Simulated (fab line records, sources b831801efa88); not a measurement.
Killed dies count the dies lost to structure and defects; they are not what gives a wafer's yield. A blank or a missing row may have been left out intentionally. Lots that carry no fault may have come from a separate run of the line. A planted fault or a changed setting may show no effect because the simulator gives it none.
Which tool was responsible?    flow sky130    30 wafers from 11 lots sampled at 4 of the route's 708 steps

WHAT THE GAUGES READ, wafer by wafer
SKY_PASSIVATION_THK_MEAS_03.
lot   measured      on            PASSIVATION_CVD_02_THK (nm)
L353  day 45 10:01  filmMetro-02  528 545 542
L356  day 46 10:48  filmMetro-01  531 538 553
L355  day 46 13:00  filmMetro-01  543 524 547
L357  day 46 23:45  filmMetro-02  528 551 537
L360  day 47 01:19  filmMetro-02  530 530 541
L359  day 47 06:50  filmMetro-01  535 525 540
L361  day 47 08:22  filmMetro-02  530 540 540
L362  day 47 22:11  filmMetro-04  529 533 535
L368  day 48 17:06  filmMetro-02  518 403
L372  day 49 10:55  filmMetro-01  411 416
L371  day 49 11:44  filmMetro-01  533 417

WHICH TOOL RAN EACH LOT (tool, then ch and the chambers of the sampled wafers, then the start)
lot   SKY_CONTACT_ETCH_16                SKY_METAL1_SPUTTER_01        SKY_PASSIVATION_CVD_02
L353  rieDiel-03 ch 0,1,2, day 33 09:25  pvdSputter-04, day 33 10:49  pecvd-01 ch 2, day 45 09:40
L356  rieDiel-01 ch 0,1, day 34 15:41    pvdSputter-03, day 34 17:20  pecvd-03 ch 1,2, day 46 10:35
L355  rieDiel-01 ch 0,3, day 34 16:18    pvdSputter-01, day 34 17:42  pecvd-02 ch 0,2, day 46 12:46
L357  rieDiel-03 ch 0,2,3, day 35 10:23  pvdSputter-04, day 35 11:48  pecvd-03 ch 0,1, day 46 23:30
L360  rieDiel-01 ch 1,2, day 35 14:09    pvdSputter-01, day 35 15:33  pecvd-03 ch 0,1, day 47 01:05
L359  rieDiel-01 ch 0,2,3, day 35 18:05  pvdSputter-03, day 35 19:28  pecvd-02 ch 1,2, day 47 06:37
L361  rieDiel-03 ch 1,3, day 35 19:13    pvdSputter-03, day 35 20:37  pecvd-01 ch 1,2, day 47 08:08
L362  rieDiel-01 ch 0,3, day 36 16:10    pvdSputter-01, day 36 17:38  pecvd-02 ch 1,2, day 47 21:57
L368  rieDiel-02 ch 2,3, day 37 17:28    pvdSputter-04, day 37 18:58  pecvd-02 ch 2, day 48 16:52
L372  rieDiel-02 ch 3, day 38 17:22      pvdSputter-04, day 38 18:46  pecvd-02 ch 0,2, day 49 10:46
L371  rieDiel-01 ch 1,3, day 38 19:43    pvdSputter-01, day 38 21:10  pecvd-02 ch 0, day 49 11:30
- SKY_CONTACT_ETCH_16: etches BARC in N2/H2, stops on SiO2, time 45.9 s, target depth 60 nm.
- SKY_METAL1_SPUTTER_01: material TiN, target thk 20 nm, time 16.7 s.
- SKY_PASSIVATION_CVD_02: deposits Si3N4, target thk 540 nm.

THE ANSWER, worked out from the rows above alone
Rule: what is usual is taken from the lots themselves. The widest of any qualifying gaps counts: lots, ordered by their means at a reading, are off when they make up no more than a third of the lots, leave a main group of 4 or more, and stand apart from it by 3 or more times the standard deviation of that group's means. If all means in a main group match to the digits the tables above print for the reading, that group is not used. Also off: a lot with no number at a reading for which 4 or more lots have one. Where the step has rows for the other lots, those lots are counted as sound.
Off: at SKY_PASSIVATION_THK_MEAS_03 (PASSIVATION_CVD_02_THK), L368, L372, L371. Mean 536 nm and standard deviation 2.8 in the main group.
If a tool, at a process step before that reading, ran all the lots that are off and no sound lot after the first of them, it fits. The gauges at SKY_PASSIVATION_THK_MEAS_03 are tried like those tools. One fits: pecvd-02 at SKY_PASSIVATION_CVD_02. Its last sound lot is L362 (day 47 21:57), its first lot that is off L368 (day 48 16:52): a fault that began between those two fits.

WHAT THE SIMULATOR HAD PUT IN
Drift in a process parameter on pecvd-02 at SKY_PASSIVATION_CVD_02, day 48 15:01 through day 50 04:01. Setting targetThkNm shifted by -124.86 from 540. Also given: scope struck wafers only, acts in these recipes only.
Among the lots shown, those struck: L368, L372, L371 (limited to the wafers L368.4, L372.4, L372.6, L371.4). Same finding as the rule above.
